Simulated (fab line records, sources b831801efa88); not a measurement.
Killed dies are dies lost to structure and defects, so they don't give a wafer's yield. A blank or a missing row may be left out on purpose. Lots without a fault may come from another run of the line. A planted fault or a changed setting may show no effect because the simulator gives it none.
Which tool did it? | flow sky130 | 11 lots, 33 wafers sampled, at 5 steps of a route of 708

WHAT THE GAUGES READ, wafer by wafer
SKY_CONTACT_CD_MEAS_14: target cd 170 nm. Usual: cd_nm 169.8 nm, standard deviation 1.3.
lot  | measured     | on        | cd_nm (nm)        | flag
L301 | day 32 21:49 | cd_sem-01 | 166.3 167.8 167.9 |
L302 | day 32 23:32 | cd_sem-01 | 168.8 170.0 169.1 |
L303 | day 33 10:33 | cd_sem-01 | 170.4 170.0 169.6 |
L304 | day 33 23:22 | cd_sem-01 | 167.5 168.1 168.4 |
L305 | day 34 10:17 | cd_sem-01 | 170.6 170.5 170.7 |
L306 | day 34 12:03 | cd_sem-01 | 169.7 169.1 169.9 |
L310 | day 35 15:43 | cd_sem-02 | 171.2 171.3 171.4 |
L313 | day 36 22:17 | cd_sem-02 | 170.4 170.5 168.5 |
L316 | day 37 08:50 | cd_sem-01 | 169.5 169.7 169.5 |
L317 | day 37 19:55 | cd_sem-02 | 170.8 170.7 169.6 |
L320 | day 39 02:53 | cd_sem-02 | 170.0 169.4 169.4 |

SKY_METAL1_RS_MEAS_05: measures by four-point-probe. Usual: METAL1_ALCU_RS 0.1269 ohm/sq, standard deviation 0.0013.
lot  | measured     | on            | METAL1_ALCU_RS (ohm/sq)                   | flag
L301 | day 32 23:53 | film_metro-04 | 0.1262 0.1261 0.1255                      |
L302 | day 33 01:13 | film_metro-04 | 0.1272 0.1281 0.1278                      |
L303 | day 33 12:14 | film_metro-03 | 0.1259 0.1260 0.1246                      |
L304 | day 34 01:04 | film_metro-01 | 0.1259 0.1280 0.1271                      |
L305 | day 34 11:58 | film_metro-04 | 0.1249 0.1276 0.1275                      |
L306 | day 34 13:47 | film_metro-03 | 0.1284 0.1274 0.1275                      |
L310 | day 35 17:24 | film_metro-04 | 0.1255 0.1302 0.1291                      |
L313 | day 37 00:12 | film_metro-03 | 0.1250 0.1281 0.1271 0.1252 0.1280 0.1270 |
L316 | day 37 10:56 | film_metro-04 | 0.1258 0.1262 0.1289                      |
L317 | day 37 21:38 | film_metro-03 | 0.1254 0.1253 0.1260 0.1256 0.1256 0.1260 |
L320 | day 39 04:37 | film_metro-04 | 0.1279 0.1260 0.1298                      |

WHICH TOOL RAN EACH LOT (tool, then ch and the chambers of the sampled wafers, then the start)
lot  | SKY_CONTACT_ETCH_17                | SKY_METAL1_SPUTTER_01        | SKY_METAL1_SPUTTER_02
L301 | rie_diel-01 ch 0,2,3, day 32 21:59 | pvd_sputter-02, day 32 23:46 | pvd_sputter-02, day 32 23:47
L302 | rie_diel-02 ch 0,1,3, day 32 23:44 | pvd_sputter-03, day 33 01:06 | pvd_sputter-03, day 33 01:08
L303 | rie_diel-01 ch 0,1,3, day 33 10:45 | pvd_sputter-01, day 33 12:07 | pvd_sputter-01, day 33 12:08
L304 | rie_diel-03 ch 1,2,3, day 33 23:32 | pvd_sputter-02, day 34 00:56 | pvd_sputter-02, day 34 00:58
L305 | rie_diel-03 ch 0,3, day 34 10:29   | pvd_sputter-02, day 34 11:50 | pvd_sputter-02, day 34 11:52
L306 | rie_diel-01 ch 0,1,2, day 34 12:13 | pvd_sputter-01, day 34 13:36 | pvd_sputter-01, day 34 13:38
L310 | rie_diel-02 ch 0,2,3, day 35 15:54 | pvd_sputter-02, day 35 17:16 | pvd_sputter-02, day 35 17:17
L313 | rie_diel-02 ch 0,3, day 36 22:26   | pvd_sputter-01, day 37 00:03 | pvd_sputter-01, day 37 00:04
L316 | rie_diel-03 ch 1,3, day 37 08:59   | pvd_sputter-03, day 37 10:47 | pvd_sputter-03, day 37 10:48
L317 | rie_diel-02 ch 0,3, day 37 20:04   | pvd_sputter-01, day 37 21:29 | pvd_sputter-01, day 37 21:31
L320 | rie_diel-02 ch 0,1,2, day 39 03:05 | pvd_sputter-03, day 39 04:30 | pvd_sputter-03, day 39 04:32
- SKY_CONTACT_ETCH_17: etches SiO2 in C4F8/O2/Ar, stops on Si3N4, target depth 340 nm.
- SKY_METAL1_SPUTTER_01: material TiN, target thk 20 nm, time 16.7 s.
- SKY_METAL1_SPUTTER_02: material AlCu, target thk 250 nm, time 13.3 s.

WHAT THE TOOLS THEMSELVES READ (means of the sampled wafers that have a number; where no wafer has one, the mark that the record gives instead)
SKY_CONTACT_ETCH_17. Usual: oes_product_au 0.891 a.u., standard deviation 0.0049.
lot  | tool        | oes_product_au (a.u.) | flag
L301 | rie_diel-01 | 0.894                 |
L302 | rie_diel-02 | 0.893                 |
L303 | rie_diel-01 | 0.890                 |
L304 | rie_diel-03 | 0.893                 |
L305 | rie_diel-03 | 0.892                 |
L306 | rie_diel-01 | 0.886                 |
L310 | rie_diel-02 | 0.887                 |
L313 | rie_diel-02 | 0.895                 |
L316 | rie_diel-03 | 0.889                 |
L317 | rie_diel-02 | 0.894                 |
L320 | rie_diel-02 | 0.893                 |

SKY_METAL1_SPUTTER_01. Usual: cathode_dc_power_W 6500.1 W, standard deviation 1.2; throttle_valve_pct 29.7 %, standard deviation 1.5.
lot  | tool           | cathode_dc_power_W (W) | throttle_valve_pct (%) | flag
L301 | pvd_sputter-02 | 6500.9                 | 30.4                   |
L302 | pvd_sputter-03 | 6500.1                 | 29.1                   |
L303 | pvd_sputter-01 | 6499.5                 | 28.4                   |
L304 | pvd_sputter-02 | 6499.6                 | 30.7                   |
L305 | pvd_sputter-02 | 6499.4                 | 30.8                   |
L306 | pvd_sputter-01 | 6500.1                 | 28.3                   |
L310 | pvd_sputter-02 | 6501.1                 | 30.7                   |
L313 | pvd_sputter-01 | 6500.2                 | 28.8                   |
L316 | pvd_sputter-03 | 6500.0                 | 31.2                   |
L317 | pvd_sputter-01 | 6499.0                 | 28.2                   |
L320 | pvd_sputter-03 | 6500.3                 | 30.3                   |

SKY_METAL1_SPUTTER_02. Usual: cathode_dc_power_W 10600 W, standard deviation 1.9; throttle_valve_pct 29.7 %, standard deviation 1.5.
lot  | tool           | cathode_dc_power_W (W) | throttle_valve_pct (%) | flag
L301 | pvd_sputter-02 | 10600                  | 30.5                   |
L302 | pvd_sputter-03 | 10599                  | 29.2                   |
L303 | pvd_sputter-01 | 10602                  | 28.4                   |
L304 | pvd_sputter-02 | 10601                  | 30.7                   |
L305 | pvd_sputter-02 | 10602                  | 30.9                   |
L306 | pvd_sputter-01 | 10601                  | 28.2                   |
L310 | pvd_sputter-02 | 10602                  | 30.8                   |
L313 | pvd_sputter-01 | 10602                  | 29.0                   |
L316 | pvd_sputter-03 | 10600                  | 31.3                   |
L317 | pvd_sputter-01 | 10600                  | 28.4                   |
L320 | pvd_sputter-03 | 10602                  | 30.3                   |

THE ANSWER, worked out from the rows above alone
Rule: a lot is off if the mean of its wafers that have a number lies more than 3 standard deviations from the usual mean. A lot without any number at a reading at which 4 lots or more have one is off too. The other lots that the step has rows for count as sound. The gauges are gone through in route order, then the tools' own readings, and for those a lot's mean is taken as printed above. The first step at which some lot is off is used, and at that step the reading that is off furthest; a lot without a number counts as furthest.
No lot is off at any reading shown: from this, nothing can be told.

WHAT THE SIMULATOR HAD PUT IN
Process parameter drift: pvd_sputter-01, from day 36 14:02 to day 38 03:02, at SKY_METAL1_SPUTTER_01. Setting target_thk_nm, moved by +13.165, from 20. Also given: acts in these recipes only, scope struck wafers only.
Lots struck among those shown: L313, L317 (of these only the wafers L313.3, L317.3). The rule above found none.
